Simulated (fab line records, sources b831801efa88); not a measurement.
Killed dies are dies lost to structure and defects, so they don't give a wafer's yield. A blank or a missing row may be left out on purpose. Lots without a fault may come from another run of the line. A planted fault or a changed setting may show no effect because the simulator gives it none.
Problem report in the 8D (eight disciplines) form, filled by code | flow sky130 | the parts of the form that need people (team, actions taken, sign-off) are left out

1. THE PROBLEM
developer_temp_C at SKY_METAL4_DEVELOP_12 reads a mean of 21.78 C on 6 wafers of 2 lots; wafers without a fault read 20.99 C with a standard deviation of 0.094. That is +8.4 standard deviations from the usual mean.
The step: develop time 60 s.
First seen on wafer L753.1, day 45 14:00, on litho_track-02. The record holds 36 wafers of 12 lots with a number at this step. Rule for "out", or "out of limits": more than 4 standard deviations from the usual mean. The other wafers with a number count as sound.

2. WHAT IT IS AND WHAT IT IS NOT
question                    | is                     | is not
which readings at this step | developer_temp_C       | resist_line_temp_C
which lots                  | L753, L754             | L739, L740, L744, L745, L746, L756, L758, L759, L761, L762
which wafers of those lots  | all that have a number | -
read on which tools         | litho_track-02         | litho_track-01, litho_track-03
when                        | from day 45 14:00      | up to then (15 sound wafers); but 15 sound wafers of L756, L758, L759, L761, L762 came after

3. SUSPECTS, AND WHAT RULES EACH OUT
Counting: a tool at a process step up to the reading stays a suspect if it ran every lot that is out and no sound lot after the first of them.
- litho_track-02 at SKY_METAL4_DEVELOP_12 (develop time 60 s): kept. It ran every lot that is out, first L753 (day 45 14:00), and no sound lot after that; its last sound lot up to then is L744 (day 44 07:00). Its own readings are out on those wafers: developer_temp_C.
Left after counting: litho_track-02 at SKY_METAL4_DEVELOP_12.

4. THE CAUSE (what the simulator had put in)
Process parameter drift: litho_track-02, from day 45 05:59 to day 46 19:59, at SKY_METAL4_DEVELOP_12. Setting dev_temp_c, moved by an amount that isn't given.
Counting left only this tool.

5. THE CHAIN OF EFFECTS, in route order
Each row: a reading whose mean over the struck wafers that have a number lies more than 3 standard deviations from the usual. Only readings for which the record gives a usual standard deviation are gone through. hours: the time from each lot's start at the first step in this table that gives one to its start at this step, as a median over the lots. sigmas: the change in usual standard deviations.
hours | step                  | reading          | usual   | on struck wafers | change | sigmas
0     | SKY_METAL4_DEVELOP_12 | developer_temp_C | 20.99 C | 21.78            | +0.79  | +8.4
The process steps in it:
- SKY_METAL4_DEVELOP_12: develop time 60 s.
Later measuring or inspecting steps at which every struck wafer that the step has a row for has a number for every such reading, and none has moved that far: SKY_METAL5_THK_MEAS_06.

6. WHAT WOULD HAVE CAUGHT IT SOONER
In this record the first reading out of limits was taken at day 45 14:00, 8 hours after the fault began at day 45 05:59.
